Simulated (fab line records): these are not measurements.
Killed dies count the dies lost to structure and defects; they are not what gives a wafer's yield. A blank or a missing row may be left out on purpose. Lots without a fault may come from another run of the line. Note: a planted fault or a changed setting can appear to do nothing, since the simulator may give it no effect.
One fault seen from 2 desks + flow sky130 + every desk sees just its own numbers, and what lay behind them comes last

## AT THE TOOL OWNER'S DESK: cmp-02
The tool's own readings at SKY_VIA1_CMP_02 (polishes SiO2): means of the sampled wafers that have a number, for each lot that ran on this tool. Marked OUT: a lot whose mean sits more than 4 standard deviations from the usual mean, which makes it out of limits; the brackets give that distance.
Columns: A = head_pressure_psi at SKY_VIA1_CMP_02, usual 4.000 psi; B = motor_current_A at SKY_VIA1_CMP_02, usual 12.3 A; C = retaining_ring_pressure_frac at SKY_VIA1_CMP_02, usual 1.001; D = slurry_flow_ml_min at SKY_VIA1_CMP_02, usual 149.9
| lot  | first seen here | A     | B    | C     | D     |
|------|-----------------|-------|------|-------|-------|
| L946 | day 33 07:20    | 3.995 | 13.8 | 1.002 | 150.3 |
| L950 | day 34 09:22    | 4.000 | 13.6 | 1.002 | 150.2 |
| L955 | day 36 11:16    | 3.996 | 11.4 | 1.000 | 150.4 |
| L956 | day 36 18:11    | 4.004 | 11.4 | 1.003 | 149.3 |
| L958 | day 37 03:20    | 3.998 | 12.5 | 1.000 | 150.3 |
| L959 | day 37 04:58    | 4.002 | 11.3 | 0.999 | 149.9 |
| L962 | day 38 02:19    | 4.001 | 11.9 | 1.003 | 149.8 |
| L964 | day 38 11:29    | 3.995 | 11.8 | 0.999 | 149.9 |
This desk's finding: nothing out of limits on any of the 8 lots.

## AT THE METROLOGY DESK
Lot by lot, what the gauges showed, no matter which tool ran the lot: averages of those sampled wafers that carry a number. Marked OUT: a lot whose mean sits more than 4 standard deviations from the usual mean, which makes it out of limits; the brackets give that distance.
Columns: A = METAL2_ALCU_RS at SKY_METAL2_RS_MEAS_05, usual 0.1266 ohm/sq
| lot  | first seen here | A      |
|------|-----------------|--------|
| L946 | day 34 11:11    | 0.1258 |
| L947 | day 34 23:01    | 0.1267 |
| L950 | day 35 12:48    | 0.1277 |
| L955 | day 37 15:13    | 0.1269 |
| L957 | day 37 21:46    | 0.1262 |
| L956 | day 37 22:10    | 0.1262 |
| L958 | day 38 07:22    | 0.1272 |
| L959 | day 38 08:08    | 0.1281 |
| L960 | day 38 17:34    | 0.1264 |
| L962 | day 39 05:18    | 0.1273 |
| L964 | day 39 14:17    | 0.1271 |
This desk's finding: nothing out of limits on any of the 11 lots.

## PUT TOGETHER
The tool owner's desk saw nothing out of limits.
From the metrology desk's view, nothing was out of limits.

## WHAT HAD BEEN PUT IN BY THE SIMULATOR
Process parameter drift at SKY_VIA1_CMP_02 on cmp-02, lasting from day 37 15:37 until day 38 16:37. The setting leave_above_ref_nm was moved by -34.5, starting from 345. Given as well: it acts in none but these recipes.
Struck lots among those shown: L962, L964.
